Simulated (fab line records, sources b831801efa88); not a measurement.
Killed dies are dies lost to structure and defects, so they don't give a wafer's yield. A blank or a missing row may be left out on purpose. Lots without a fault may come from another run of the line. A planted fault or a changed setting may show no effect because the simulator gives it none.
Which tool did it? | flow sky130 | 13 lots, 39 wafers sampled, at 4 steps of a route of 708

WHAT THE GAUGES READ, wafer by wafer
SKY_LDD_N_TW_MEAS_17.
lot  | measured     | on            | LDD_N_TW
L338 | day 17 13:52 | film_metro-02 | 2595 2602 2600
L340 | day 18 06:02 | film_metro-04 | 2581 2568 2572
L341 | day 19 02:20 | film_metro-04 | 2572 2566 2578
L342 | day 19 11:40 | film_metro-02 | 2591 2592 2592
L343 | day 19 14:38 | film_metro-02 | 2598 2595 2576
L344 | day 20 06:47 | film_metro-01 | 2606 2594 2597
L345 | day 20 14:57 | film_metro-01 | 2583 2601 2593
L346 | day 20 21:06 | film_metro-04 | 2573 2574 2583
L347 | day 21 04:20 | film_metro-01 | 2595 2602 2596
L350 | day 22 04:22 | film_metro-04 | 2567 2585 2563
L355 | day 24 02:20 | film_metro-04 | 2581 2580 2574
L357 | day 24 20:38 | film_metro-02 | 2582 2586 2596
L361 | day 26 01:04 | film_metro-02 | 2600 2603 2588

SKY_LDD_HVN_OVL_MEAS_07.
lot  | measured     | on         | LDD_HVN_OVL (nm)
L338 | day 20 03:01 | overlay-02 | -1.3 -1.2 -2.5
L340 | day 20 20:59 | overlay-02 | -2.3 -0.2 -1.6
L341 | day 21 16:49 | overlay-02 | -1.3 0.2 -1.3
L342 | day 22 02:44 | overlay-02 | -2.6 -3.0 -3.1
L343 | day 22 06:25 | overlay-02 | 0.3 -0.9 -0.9
L344 | day 22 22:20 | overlay-01 | 0.8 2.5 1.2
L345 | day 23 03:43 | overlay-01 | 0.2 0.9 0.2
L346 | day 23 10:43 | overlay-02 | 0.4 0.7 1.1
L347 | day 23 17:23 | overlay-02 | -3.5 -4.4 -1.6
L350 | day 24 16:53 | overlay-01 | -1.4 -1.6 -1.3
L355 | day 26 14:17 | overlay-02 | -0.1 0.8 -2.0
L357 | day 27 07:19 | overlay-02 | -1.1 -2.8 -1.2
L361 | day 28 10:22 | overlay-01 | -1.1 -1.1 -0.9

WHICH TOOL RAN EACH LOT (tool, then ch and the chambers of the sampled wafers, then the start)
lot  | SKY_LDD_N_IMPLANT_13            | SKY_LDD_N_STRIP_16
L338 | implanter-02 ch 0, day 17 13:19 | plasma_asher-01 ch 0,1, day 17 13:46
L340 | implanter-02 ch 0, day 18 05:31 | plasma_asher-01 ch 0,1, day 18 05:57
L341 | implanter-04 ch 0, day 19 01:47 | plasma_asher-02 ch 0,1, day 19 02:13
L342 | implanter-01 ch 0, day 19 11:07 | plasma_asher-04 ch 0,1, day 19 11:34
L343 | implanter-02 ch 0, day 19 14:05 | plasma_asher-04 ch 0,1, day 19 14:31
L344 | implanter-01 ch 0, day 20 06:16 | plasma_asher-02 ch 0,1, day 20 06:42
L345 | implanter-04 ch 0, day 20 14:24 | plasma_asher-04 ch 0,1, day 20 14:51
L346 | implanter-02 ch 0, day 20 20:33 | plasma_asher-01 ch 0,1, day 20 21:00
L347 | implanter-04 ch 0, day 21 03:50 | plasma_asher-04 ch 0,1, day 21 04:15
L350 | implanter-02 ch 0, day 22 03:49 | plasma_asher-01 ch 0,1, day 22 04:16
L355 | implanter-02 ch 0, day 24 01:49 | plasma_asher-04 ch 0,1, day 24 02:14
L357 | implanter-02 ch 0, day 24 20:05 | plasma_asher-04 ch 0,1, day 24 20:31
L361 | implanter-01 ch 0, day 26 00:31 | plasma_asher-04 ch 0,1, day 26 00:58
- SKY_LDD_N_IMPLANT_13
- SKY_LDD_N_STRIP_16: strips in O2/N2.

WHAT THE TOOLS THEMSELVES READ (means of the sampled wafers that have a number; where no wafer has one, the mark that the record gives instead)
SKY_LDD_N_IMPLANT_13.
lot  | tool         | rotation_deg (degrees)
L338 | implanter-02 | 90.024
L340 | implanter-02 | 89.991
L341 | implanter-04 | 89.987
L342 | implanter-01 | 90.050
L343 | implanter-02 | 90.000
L344 | implanter-01 | 89.999
L345 | implanter-04 | 90.002
L346 | implanter-02 | 89.979
L347 | implanter-04 | 90.017
L350 | implanter-02 | 89.999
L355 | implanter-02 | 283.450
L357 | implanter-02 | 283.443
L361 | implanter-01 | 90.025

SKY_LDD_N_STRIP_16.
lot  | tool            | chamber_pressure_mTorr (mTorr) | drypump_motor_current_A (A) | oes_product_au (a.u.) | strip_time_to_endpoint_s (s)
L338 | plasma_asher-01 | 1498.8                         | 5.3                         | 0.404                 | 4.316
L340 | plasma_asher-01 | 1500.4                         | 5.2                         | 0.404                 | 4.318
L341 | plasma_asher-02 | 1501.5                         | 6.0                         | 0.404                 | 4.329
L342 | plasma_asher-04 | 1500.2                         | 5.7                         | 0.409                 | 4.313
L343 | plasma_asher-04 | 1501.0                         | 5.6                         | 0.411                 | 4.299
L344 | plasma_asher-02 | 1500.7                         | 6.2                         | 0.405                 | 4.320
L345 | plasma_asher-04 | 1498.5                         | 5.6                         | 0.409                 | 4.320
L346 | plasma_asher-01 | 1499.2                         | 5.2                         | 0.403                 | 4.298
L347 | plasma_asher-04 | 1498.9                         | 5.6                         | 0.408                 | 4.332
L350 | plasma_asher-01 | 1500.3                         | 5.3                         | 0.408                 | 4.308
L355 | plasma_asher-04 | 1500.1                         | 5.6                         | 0.410                 | 4.329
L357 | plasma_asher-04 | 1499.3                         | 5.7                         | 0.407                 | 4.306
L361 | plasma_asher-04 | 1499.5                         | 5.5                         | 0.406                 | 4.327

THE ANSWER, worked out from the rows above alone
Rule: what is usual is taken from the lots themselves. Put in order of their means at a reading, lots are off if they are a third of the lots or fewer, leave a main group of 4 or more, and stand apart from it by a gap of 3 or more times the standard deviation of the main group's means; of several such gaps the widest counts. A main group whose means are all the same, to the digits that the tables above print for the reading, isn't used. A lot without any number at a reading at which 4 lots or more have one is off too. The other lots that the step has rows for count as sound. The gauges are gone through in route order, then the tools' own readings, and for those a lot's mean is taken as printed above. The first step at which some lot is off is used, and at that step the reading that is off furthest; a lot without a number counts as furthest.
Off: L355, L357, at SKY_LDD_N_IMPLANT_13 (rotation_deg). The main group: mean 90.007 degrees, standard deviation 0.02.
A tool fits if, at that step or a process step before it, it ran every lot that is off, and no sound lot after the first of them. One fits: implanter-02 at SKY_LDD_N_IMPLANT_13. Its last sound lot is L350 (day 22 03:49), its first lot that is off L355 (day 24 01:49): a fault that began between those two fits.
The tool's own readings at SKY_LDD_N_IMPLANT_13 bear it out: on the lots that are off they differ by more than 5 times the standard deviation of the sound lots' means. rotation_deg reads 283.447 degrees there against 90.007 degrees on the sound lots.

WHAT THE SIMULATOR HAD PUT IN
Process parameter drift: implanter-02, from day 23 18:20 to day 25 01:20, at SKY_LDD_N_IMPLANT_13. Setting rotation_deg, moved by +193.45, from 90. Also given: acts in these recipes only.
Lots struck among those shown: L355, L357. The rule above found the same.
